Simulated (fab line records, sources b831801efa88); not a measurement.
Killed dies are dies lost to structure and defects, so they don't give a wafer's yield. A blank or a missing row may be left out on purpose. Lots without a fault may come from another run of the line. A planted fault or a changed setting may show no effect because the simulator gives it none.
fab line records | flow gf180mcu | part 2 of 2: steps 33 to 42 of 42
record lots=5 wafers=15 last_day=34
route steps=602 shown HV_LDD@191
lots that met no fault: from a run of the same line without faults
start_h: hours from the record's first day to the start of the lot's first wafer shown | wait_h: hours since the lot's step before | " the same as in the row above | L1.1+2: a row that stands for several wafers | - no value, or no start given | * or withheld: withheld | < > ~ a bound
route shown NAME@n: a module of which the file shows steps, and the number in the route of the first | usual: mean/standard deviation of fault-free wafers | same: alike in all rows | chamber/n: place in a boat | sites: the reading at each site | _std_site: their standard deviation | _edge_site: outer sites' mean less inner sites' | radius_mm: how far each site lies from the wafer's centre | mask NAME#n: copy n | behind: the tool/chamber that last shaped the wafer | hold: why the lot was held/for how many hours/how that ended | device: the transistor (n, p or np) that didn't switch | end of line: the same wafers' tests at the end of the route | a step without rows: its recipe alone | killed: dies lost to structure and defects at the first sort, not the wafer's yield | map: a wafer's dies, x killed, . not, _ none there
set.NAME: the setting as run; set.NAME@STEP: as run at that earlier step | model.NAME: the simulator's own value behind a step, which no gauge read
lots at some steps of the route; a table a step, a row a wafer
services: from which hour (start_h, from the record's first day; less than 0 if before it) a tool's chamber was out of use, for how many hours, and why
## steps
# step GF_HV_LDD_OVL_MEAS_47
# usual HV_LDD_03_OVL=-0.9/1.5
# columns lot.wafer tool chamber start_h wait_h HV_LDD_03_OVL[nm]
L078.4 overlay-02 - 307.63 0.1 0.2
L078.5 " - " " -1.8
L078.6 " - " " 1.3
L080.2 overlay-01 - 330.33 0.1 1.9
L080.3 " - " " 0.0
L080.5 " - " " -1.0
L085.1 overlay-02 - 362.42 0.1 -1.9
L085.4 " - " " -1.4
L085.6 " - " " -1.1
L089.2 overlay-02 - 392.96 0.1 -3.3
L089.3 " - " " -2.9
L089.6 " - " " -2.8
L095.2 overlay-01 - 447.13 0.1 -1.9
L095.3 " - " " -0.9
L095.4 " - " " -1.4
# step GF_HV_LDD_IMPLANT_48
# recipe species=B energy_kev=25 dose_cm2=3e+13 tilt_deg=7
# columns lot.wafer tool chamber start_h wait_h
L078.4+5+6 implanter-02 0 307.72 0.1
L080.2+3+5 implanter-03 0 330.38 0.0
L085.1+4+6 implanter-02 0 362.46 0.0
L089.2+3+6 implanter-02 0 393.02 0.0
L095.2+3+4 implanter-02 0 447.18 0.0
# step GF_HV_LDD_STRIP_49
# recipe chemistry=O2/N2 power_w=1400 pressure_mtorr=1500 platen_temp_c=250 o2_flow_sccm=3000 n2_flow_sccm=300 overash_fraction=0.5
# usual drypump_motor_current_A=6.22/0.21 heater_power_w=346/32 oes_product_au=0.716/0.0041 strip_time_to_endpoint_s=12.65/0.039
# columns lot.wafer tool chamber start_h wait_h drypump_motor_current_A heater_power_w oes_product_au rf_hours_counter_h strip_time_to_endpoint_s
L078.4 plasma_asher-03 0 307.83 0.1 5.95 366 0.717 - 12.65
L078.5 " 0 " " 5.93 368 0.714 - 12.64
L078.6 " 1 " " 6.25 296 0.720 - 12.67
L080.2 plasma_asher-04 0 330.51 0.1 6.24 358 0.719 55 12.60
L080.3 " 0 " " 6.30 366 0.727 - 12.59
L080.5 " 1 " " 6.32 380 0.727 - 12.59
L085.1 plasma_asher-03 0 362.61 0.1 5.91 360 0.715 25 12.67
L085.4 " 1 " " 6.26 293 0.716 - 12.62
L085.6 " 1 " " 6.28 295 0.712 - 12.63
L089.2 plasma_asher-03 1 393.14 0.1 6.24 300 0.709 29 12.60
L089.3 " 0 " " 5.92 362 0.713 - 12.66
L089.6 " 0 " " 5.95 365 0.714 - 12.65
L095.2 plasma_asher-03 0 447.31 0.1 5.92 361 0.715 34 12.67
L095.3 " 1 " " 6.25 294 0.715 - 12.61
L095.4 " 0 " " 5.95 368 0.716 - 12.66
# step GF_HV_LDD_TW_MEAS_50
# usual HV_LDD_4_TW=569/4.1
# columns lot.wafer tool chamber start_h wait_h HV_LDD_4_TW
L078.4 film_metro-03 - 307.92 0.1 567
L078.5 " - " " 569
L078.6 " - " " 568
L080.2 film_metro-04 - 330.62 0.1 561
L080.3 " - " " 565
L080.5 " - " " 563
L085.1 film_metro-03 - 362.71 0.1 570
L085.4 " - " " 569
L085.6 " - " " 571
L089.2 film_metro-03 - 393.25 0.1 571
L089.3 " - " " 571
L089.6 " - " " 572
L095.2 film_metro-02 - 447.42 0.1 571
L095.3 " - " " 570
L095.4 " - " " 574
# step GF_HV_LDD_CLEAN_51
# recipe chemistry=SC1/SC2 mix=1:4:20 temp_c=70 time_s=150 dry=n2_spin
# usual bath_heat_duty_pct=13.5/1.3
# columns lot.wafer tool chamber start_h wait_h bath_heat_duty_pct
L078.4 wet_bench-03 0 307.95 0.0 15.4
L078.5 " 0 " " 13.1
L078.6 " 0 " " 15.0
L080.2 wet_bench-04 3 330.67 0.0 12.2
L080.3 " 3 " " 12.6
L080.5 " 3 " " 13.6
L085.1 wet_bench-01 2 362.77 0.1 11.6
L085.4 " 2 " " 11.0
L085.6 " 2 " " 12.8
L089.2 wet_bench-04 2 393.30 0.0 13.9
L089.3 " 2 " " 11.9
L089.6 " 2 " " 13.8
L095.2 wet_bench-04 3 447.47 0.0 14.1
L095.3 " 3 " " 12.8
L095.4 " 3 " " 12.5
# step GF_HV_LDD_RTA_52
# recipe temp_c=1000 time_s=10 ambient=N2
# usual lamp_power_pct=29.7/0.84 wafer_temp_C_max=1006.1/1.1
# columns lot.wafer tool chamber start_h wait_h lamp_power_pct wafer_temp_C_max
L078.4 rtp_anneal-02 0 308.07 0.1 29.0 1005.5
L078.5 " 0 " " 29.1 1005.1
L078.6 " 0 " " 29.0 1006.2
L080.2 rtp_anneal-02 0 330.73 0.0 29.1 1006.2
L080.3 " 0 " " 29.0 1005.3
L080.5 " 0 " " 29.0 1008.4
L085.1 rtp_anneal-02 0 362.82 0.0 29.0 1006.0
L085.4 " 0 " " 29.0 1003.9
L085.6 " 0 " " 29.1 1004.8
L089.2 rtp_anneal-01 0 393.37 0.0 30.8 1007.2
L089.3 " 0 " " 30.8 1006.9
L089.6 " 0 " " 30.9 1006.4
L095.2 rtp_anneal-02 0 447.53 0.0 29.0 1008.2
L095.3 " 0 " " 29.1 1006.8
L095.4 " 0 " " 29.0 1008.6
# step GF_HV_LDD_RS_MEAS_53
# recipe thk_meas_gauge=four-point-probe
# usual HV_LDD_RS=418.2/0.86
# columns lot.wafer tool chamber start_h wait_h HV_LDD_RS[ohm/sq]
L078.4 film_metro-03 - 308.20 0.1 418.4
L078.5 " - " " 419.5
L078.6 " - " " 418.6
L080.2 film_metro-02 - 330.81 0.1 419.1
L080.3 " - " " 418.1
L080.5 " - " " 417.9
L085.1 film_metro-04 - 362.89 0.1 417.2
L085.4 " - " " 417.3
L085.6 " - " " 417.8
L089.2 film_metro-03 - 393.44 0.1 418.1
L089.3 " - " " 418.0
L089.6 " - " " 418.5
L095.2 film_metro-03 - 447.60 0.1 417.5
L095.3 " - " " 417.4
L095.4 " - " " 418.4
# step GF_HV_LDD_CVD_54
# recipe material=SiO2 target_thk_nm=10 precursor=TEOS temp_c=680 time_s=75 pressure_mtorr=400
# columns lot.wafer tool chamber start_h wait_h
L078.4+5+6 lpcvd-01 0 308.26 0.0
L080.2+3+5 lpcvd-02 1 330.91 0.1
L085.1+4+6 lpcvd-02 1 363.01 0.1
L089.2+3+6 lpcvd-01 0 394.05 0.6
L095.2+3+4 lpcvd-01 0 447.70 0.1
# step GF_HV_LDD_THK_MEAS_55
# recipe reads=SiO2_of_HV_LDD_CVD_54
# usual HV_LDD_CVD_54_THK=9.95/0.16
# columns lot.wafer tool chamber start_h wait_h HV_LDD_CVD_54_THK[nm]
L078.4 film_metro-02 - 309.31 0.0 9.93
L078.5 " - " " 9.94
L078.6 " - " " 9.99
L080.2 film_metro-03 - 331.94 0.0 9.83
L080.3 " - " " 9.81
L080.5 " - " " 9.86
L085.1 film_metro-03 - 364.03 0.0 9.71
L085.4 " - " " 9.70
L085.6 " - " " 9.77
L089.2 film_metro-04 - 395.59 0.0 9.93
L089.3 " - " " 9.78
L089.6 " - " " 9.77
L095.2 film_metro-03 - 448.73 0.0 9.96
L095.3 " - " " 9.96
L095.4 " - " " 9.95
# step GF_HV_LDD_CVD_56
# recipe material=Si3N4 precursor=DCS/NH3 target_thk_nm=90 temp_c=770 time_s=1543 pressure_mtorr=250
# columns lot.wafer tool chamber start_h wait_h
L078.4+5+6 lpcvd-01 0 309.34 0.0
L080.2+3+5 lpcvd-02 0 333.36 1.4
L085.1+4+6 lpcvd-01 0 364.09 0.1
L089.2+3+6 lpcvd-02 0 395.64 0.0
L095.2+3+4 lpcvd-02 1 448.78 0.0
## services
# columns tool chamber start_h hours kind
rtp_anneal-01 - 232.85 1.4 pm
implanter-03 - 255.84 2.6 repair
wet_bench-04 - 258.70 1.9 pm
iline_stepper-01 - 276.83 5.5 repair
implanter-02 - 294.13 1.4 repair
iline_stepper-02 - 302.54 1.7 pm
lpcvd-02 - 335.51 0.7 repair
implanter-03 - 335.62 12.5 pm
lpcvd-02 - 336.20 6.0 pm
plasma_asher-04 - 340.79 1.7 repair
iline_stepper-01 0 347.75 - calibration
iline_stepper-01 - 350.02 28.9 pm
plasma_asher-04 - 362.87 13.9 repair
implanter-04 - 368.23 4.0 repair
implanter-03 - 369.37 4.6 pm
wet_bench-01 - 370.51 1.9 pm
implanter-04 - 377.68 7.2 pm
plasma_asher-03 - 381.61 0.5 repair
implanter-03 - 398.17 1.9 repair
iline_stepper-02 0 409.03 - calibration
iline_stepper-01 - 424.89 1.7 pm
iline_stepper-02 - 443.98 8.9 pm
